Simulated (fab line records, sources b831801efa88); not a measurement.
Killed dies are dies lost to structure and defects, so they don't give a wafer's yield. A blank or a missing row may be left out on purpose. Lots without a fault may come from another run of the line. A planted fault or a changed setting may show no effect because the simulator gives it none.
fab line records | flow sfq_line
record lots=6 wafers=18 last_day=96
route steps=325 shown M7@291 I7@296
lots that met no fault: from a run of the same line without faults
start_h: hours from the record's first day to the start of the lot's first wafer shown | wait_h: hours since the lot's step before | " the same as in the row above | L1.1+2: a row that stands for several wafers | - no value, or no start given | * or withheld: withheld | < > ~ a bound
route shown NAME@n: a module of which the file shows steps, and the number in the route of the first | usual: mean/standard deviation of fault-free wafers | same: alike in all rows | chamber/n: place in a boat | sites: the reading at each site | _std_site: their standard deviation | _edge_site: outer sites' mean less inner sites' | radius_mm: how far each site lies from the wafer's centre | mask NAME#n: copy n | behind: the tool/chamber that last shaped the wafer | hold: why the lot was held/for how many hours/how that ended | device: the transistor (n, p or np) that didn't switch | end of line: the same wafers' tests at the end of the route | a step without rows: its recipe alone | killed: dies lost to structure and defects at the first sort, not the wafer's yield | map: a wafer's dies, x killed, . not, _ none there
set.NAME: the setting as run; set.NAME@STEP: as run at that earlier step | model.NAME: the simulator's own value behind a step, which no gauge read
lots at some steps of the route; a table a step, a row a wafer
services: from which hour (start_h, from the record's first day; less than 0 if before it) a tool's chamber was out of use, for how many hours, and why
## steps
# step SFQ_M7_OVL_MEAS_945
# usual M7_OVL=2/6.1
# columns lot.wafer tool chamber start_h wait_h M7_OVL[nm]
L911.2 overlay-02 - 1933.90 0.1 -2
L911.3 " - " " -1
L911.4 " - " " 3
L913.1 overlay-02 - 1957.89 0.1 2
L913.5 " - " " 1
L913.6 " - " " 8
L926.2 overlay-01 - 2045.86 0.1 4
L926.3 " - " " -8
L926.6 " - " " -6
L925.1 overlay-01 - 2050.66 0.1 9
L925.2 " - " " 14
L925.3 " - " " 9
L927.3 overlay-02 - 2060.27 0.1 2
L927.5 " - " " -1
L927.6 " - " " -1
L933.1 overlay-02 - 2205.15 0.1 5
L933.2 " - " " -1
L933.3 " - " " 2
# step SFQ_TRILAYER_M7_BARC_OPEN_METAL_ETCH_229
# recipe mask_material=PR chemistry=O2 target_depth_nm=125 target=BARC icp_w=600 bias_w=80 pressure_mtorr=10 time_s=41.7
# usual drypump_motor_current_A=5.85/0.28 oes_product_au=0.685/0.0045
# same time_s=41.7
# columns lot.wafer tool chamber start_h wait_h drypump_motor_current_A oes_product_au rf_hours_counter_h
L911.2 rie_metal-02 0 1933.93 0.0 5.44 0.679 79
L911.3 " 0 " " 5.47 0.687 -
L911.4 " 1 " " 6.00 0.683 -
L913.1 rie_metal-01 1 1957.93 0.0 5.91 0.682 93
L913.5 " 0 " " 5.65 0.684 -
L913.6 " 1 " " 5.90 0.689 -
L926.2 rie_metal-02 1 2045.89 0.0 6.00 0.680 48
L926.3 " 0 " " 5.46 0.678 -
L926.6 " 1 " " 5.99 0.698 -
L925.1 rie_metal-01 1 2050.69 0.0 5.84 0.690 110
L925.2 " 0 " " 5.65 0.695 72
L925.3 " 1 " " 5.86 0.682 -
L927.3 rie_metal-01 0 2060.31 0.0 5.64 0.681 -
L927.5 " 1 " " 5.85 0.689 -
L927.6 " 0 " " 5.62 0.687 -
L933.1 rie_metal-03 1 2205.19 0.0 5.82 0.680 56
L933.2 " 0 " " 6.32 0.687 113
L933.3 " 1 " " 5.82 0.685 -
# step SFQ_TRILAYER_M7_ETCH_METAL_ETCH_180
# recipe target=Nb stop_on=SiO2 mask_material=PR chemistry=Cl2/Ar target_depth_nm=240 icp_w=600 bias_w=80 pressure_mtorr=10 time_s=120
# usual drypump_motor_current_A=5.85/0.28 oes_product_au=0.892/0.007
# same time_s=120
# columns lot.wafer tool chamber start_h wait_h drypump_motor_current_A oes_product_au rf_hours_counter_h
L911.2 rie_metal-02 0 1933.99 0.0 5.47 0.890 79
L911.3 " 0 " " 5.49 0.887 -
L911.4 " 1 " " 6.03 0.886 -
L913.1 rie_metal-01 1 1957.99 0.0 5.88 0.901 93
L913.5 " 0 " " 5.64 0.893 -
L913.6 " 1 " " 5.86 0.900 -
L926.2 rie_metal-02 1 2045.95 0.0 6.03 0.893 48
L926.3 " 0 " " 5.49 0.898 -
L926.6 " 1 " " 6.02 0.906 -
L925.1 rie_metal-01 1 2050.75 0.0 5.87 0.879 110
L925.2 " 0 " " 5.62 0.878 72
L925.3 " 1 " " 5.86 0.881 -
L927.3 rie_metal-01 0 2060.40 0.1 5.62 0.887 -
L927.5 " 1 " " 5.87 0.881 -
L927.6 " 0 " " 5.62 0.881 -
L933.1 rie_metal-03 1 2205.24 0.0 5.82 0.887 56
L933.2 " 0 " " 6.34 0.877 113
L933.3 " 1 " " 5.84 0.885 -
# step SFQ_TRILAYER_M7_STRIP_STRIP_181
# recipe gas=O2 power_w=200 platen_temp_c=40 overash_fraction=0.65 chemistry=O2 pressure_mtorr=50
# usual drypump_motor_current_A=5.85/0.28 oes_product_au=0.998/0.0087
# columns lot.wafer tool chamber start_h wait_h drypump_motor_current_A oes_product_au rf_hours_counter_h
L911.2 rie_metal-02 0 1934.11 0.1 5.46 0.995 79
L911.3 " 0 " " 5.46 0.996 -
L911.4 " 1 " " 6.00 0.986 -
L913.1 rie_metal-01 0 1958.11 0.1 5.63 1.000 62
L913.5 " 1 " " 5.89 1.011 -
L913.6 " 1 " " 5.89 1.005 -
L926.2 rie_metal-02 1 2046.08 0.1 5.99 0.988 48
L926.3 " 0 " " 5.47 0.994 -
L926.6 " 1 " " 5.98 0.996 -
L925.1 rie_metal-01 1 2050.88 0.1 5.86 1.010 110
L925.2 " 0 " " 5.65 1.002 72
L925.3 " 1 " " 5.84 1.009 -
L927.3 rie_metal-01 0 2060.68 0.2 5.62 0.991 -
L927.5 " 1 " " 5.90 1.006 -
L927.6 " 0 " " 5.65 0.997 -
L933.1 rie_metal-03 1 2205.37 0.1 5.79 1.001 56
L933.2 " 0 " " 6.34 1.000 113
L933.3 " 1 " " 5.81 1.009 -
# step SFQ_TRILAYER_M7_STRIP_SOLV_CLEAN_182
# recipe chemistry=NMP temp_c=70 time_s=600
# step SFQ_TRILAYER_I7_DEP_PECVD_183
# recipe material=SiO2 temp_c=150 time_s=111.11 pressure_torr=2.4 rf_w=183.3 precursor=SiH4/N2O target_thk_nm=500
# usual chamber_pressure_Torr=2.399/0.0051 heater_power_w=82/12 showerhead_vpp_V=851/29 throttle_valve_pct=24.5/1.3
# same time_s=111.11
# columns lot.wafer tool chamber start_h wait_h chamber_pressure_Torr heater_power_w showerhead_vpp_V throttle_valve_pct
L911.2 pecvd-01 2 1934.89 0.0 2.406 73 823 23.7
L911.3 " 1 " " 2.392 82 876 23.6
L911.4 " 1 " " 2.402 85 881 23.7
L913.1 pecvd-03 2 1959.29 0.0 2.398 93 838 22.4
L913.5 " 2 " " 2.395 94 840 22.6
L913.6 " 1 " " 2.402 99 830 23.3
L926.2 pecvd-02 2 2046.85 0.0 2.403 86 887 24.6
L926.3 " 0 " " 2.396 87 819 25.9
L926.6 " 2 " " 2.397 91 880 24.7
L925.1 pecvd-02 0 2051.65 0.0 2.395 79 835 25.9
L925.2 " 1 " " 2.394 56 837 23.7
L925.3 " 2 " " 2.401 90 896 24.3
L927.3 pecvd-01 0 2061.25 0.0 2.400 74 836 27.1
L927.5 " 2 " " 2.402 83 843 23.6
L927.6 " 0 " " 2.394 78 833 26.9
L933.1 pecvd-03 0 2206.14 0.0 2.398 60 922 23.9
L933.2 " 1 " " 2.398 92 823 23.7
L933.3 " 0 " " 2.400 61 918 23.9
# step SFQ_TRILAYER_I7_CMP_CMP_184
# recipe material=SiO2 down_force_psi=3 platen_rpm=60 pad_velocity_m_s=0.94248
# usual motor_current_A=10.2/1 time_to_endpoint_s=214/7.1
# columns lot.wafer tool chamber start_h wait_h motor_current_A time_to_endpoint_s
L911.2 cmp-02 1 1934.97 0.0 11.7 202
L911.3 " 2 " " 11.9 200
L911.4 " 0 1936.47 1.5 9.1 211
L913.1 cmp-01 0 1959.87 0.5 9.9 214
L913.6 " 3 1961.37 2.0 10.8 220
L913.5 " 0 " " 10.0 226
L926.3 cmp-01 1 2048.33 1.4 10.1 218
L926.2 " 3 2049.33 2.4 9.6 209
L926.6 " 1 2050.33 3.4 9.8 215
L925.2 cmp-02 3 2052.41 0.7 9.0 208
L925.3 " 0 " " 8.5 212
L925.1 " 2 2053.91 2.2 11.0 202
L927.3 cmp-02 2 2063.38 2.1 11.3 211
L927.5 " 3 " " 8.8 210
L927.6 " 0 " " 8.8 222
L933.3 cmp-02 2 2207.73 1.5 11.8 223
L933.1 " 3 " " 9.6 215
L933.2 " 0 " " 9.0 215
# step SFQ_I7_BOW_MEAS_946
# recipe mode=bow
# usual I7_BOW=9/11
# columns lot.wafer tool chamber start_h wait_h I7_BOW[um]
L911.2 film_metro-02 - 1937.99 2.5 6
L911.3 " - " " 15
L911.4 " - " " 25
L913.1 film_metro-04 - 1962.37 2.0 6
L913.5 " - " " 17
L913.6 " - " " 26
L926.2 film_metro-01 - 2051.35 1.5 7
L926.3 " - " " 10
L926.6 " - " " 1
L925.1 film_metro-02 - 2055.41 1.0 -4
L925.2 " - " " -11
L925.3 " - " " -16
L927.3 film_metro-04 - 2064.92 1.0 28
L927.5 " - " " 20
L927.6 " - " " 11
L933.1 film_metro-01 - 2210.23 1.5 8
L933.2 " - " " 0
L933.3 " - " " 8
# step SFQ_TRILAYER_I7_METRO_MEASURE_185
# step SFQ_TRILAYER_I7_VIA_LITHO_COAT_192
# recipe resist=BARC spin_rpm=3000 resist_thk_nm=62
# step SFQ_TRILAYER_I7_VIA_LITHO_COAT_187
# recipe resist=KrF spin_rpm=3000 resist_thk_nm=650
# step SFQ_TRILAYER_I7_VIA_LITHO_SOFTBAKE_191
# recipe temp_c=withheld time_s=withheld resist=KrF
# step SFQ_TRILAYER_I7_VIA_LITHO_EXPOSE_188
# recipe mask_id=I7 na=0.6 source_shape=conventional sigma_outer=0.65 target_cd_nm=1000 dose_mj=21.3
# usual exposure_dose_mJ_cm2=21.302/0.022 focus_offset_nm=0.0/0.52
# columns lot.wafer tool chamber start_h wait_h mask exposure_dose_mJ_cm2 focus_offset_nm
L911.2 krf_scanner-01 0 2038.56 - I7#0 21.304 0.5
L911.3 " 0 " " I7#0 21.292 -0.2
L911.4 " 0 " " I7#0 21.318 0.8
L913.1 krf_scanner-01 0 2064.76 - I7#0 21.262 0.0
L913.5 " 0 " " I7#0 21.282 0.6
L913.6 " 0 " " I7#0 21.289 -0.1
L926.2 krf_scanner-01 - 2146.42 - I7#0 - -
L926.3 " - " " I7#0 - -
L926.6 " - " " I7#0 - -
L925.1 krf_scanner-02 - 2151.14 - I7#0 - -
L925.2 " - " " I7#0 - -
L925.3 " - " " I7#0 - -
L927.3 krf_scanner-01 0 2159.50 - I7#0 21.269 -0.1
L927.5 " 0 " " I7#0 21.302 -0.2
L927.6 " 0 " " I7#0 21.303 0.5
L933.1 krf_scanner-02 0 2214.12 - I7#0 21.322 -0.6
L933.2 " 0 " " I7#0 21.338 0.0
L933.3 " 0 " " I7#0 21.337 0.2
# step SFQ_TRILAYER_I7_VIA_LITHO_PEB_190
# recipe peb_temp_c=115 peb_time_s=60 resist=KrF
## services
# columns tool chamber start_h hours kind
pecvd-03 0 1914.57 3.9 repair
cmp-02 - 1938.41 4.0 pm
cmp-02 - 1940.87 1.4 repair
rie_metal-03 1 1962.26 5.5 repair
pecvd-01 - 1962.58 0.7 repair
cmp-02 - 1972.77 5.3 pm
krf_scanner-02 - 1980.04 6.8 repair
cmp-01 - 1986.12 8.1 pm
krf_scanner-01 - 1987.39 0.8 pm
krf_scanner-01 - 1988.60 1.8 repair
pecvd-03 1 1991.29 4.6 repair
krf_scanner-02 - 2000.72 1.3 pm
krf_scanner-02 - 2001.27 9.9 repair
krf_scanner-02 - 2016.43 0.8 pm
rie_metal-02 - 2021.83 0.3 repair
cmp-01 - 2028.58 1.4 repair
krf_scanner-01 - 2067.16 1.0 pm
krf_scanner-01 - 2074.34 1.3 pm
krf_scanner-01 - 2088.58 4.0 pm
cmp-02 - 2091.02 1.1 repair
rie_metal-03 1 2113.97 4.0 repair
krf_scanner-01 - 2148.62 0.8 pm
krf_scanner-01 - 2175.81 10.2 repair
cmp-02 - 2193.60 4.6 pm
## key
first_sign step=SFQ_TRILAYER_I7_VIA_LITHO_EXPOSE_188 reading=tool_record direction=missing
effect none on later readings
met_at SFQ_TRILAYER_I7_VIA_LITHO_EXPOSE_188
struck_wafers L925.1,L925.2,L925.3,L926.2,L926.3,L926.6
onset_between 2064.76 2146.42
fault kind=skipped_step_whole tool=krf_scanner-01,krf_scanner-02 chamber=- onset_h=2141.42 steps=SFQ_TRILAYER_I7_VIA_LITHO_EXPOSE_188 scope=struck_lots_only
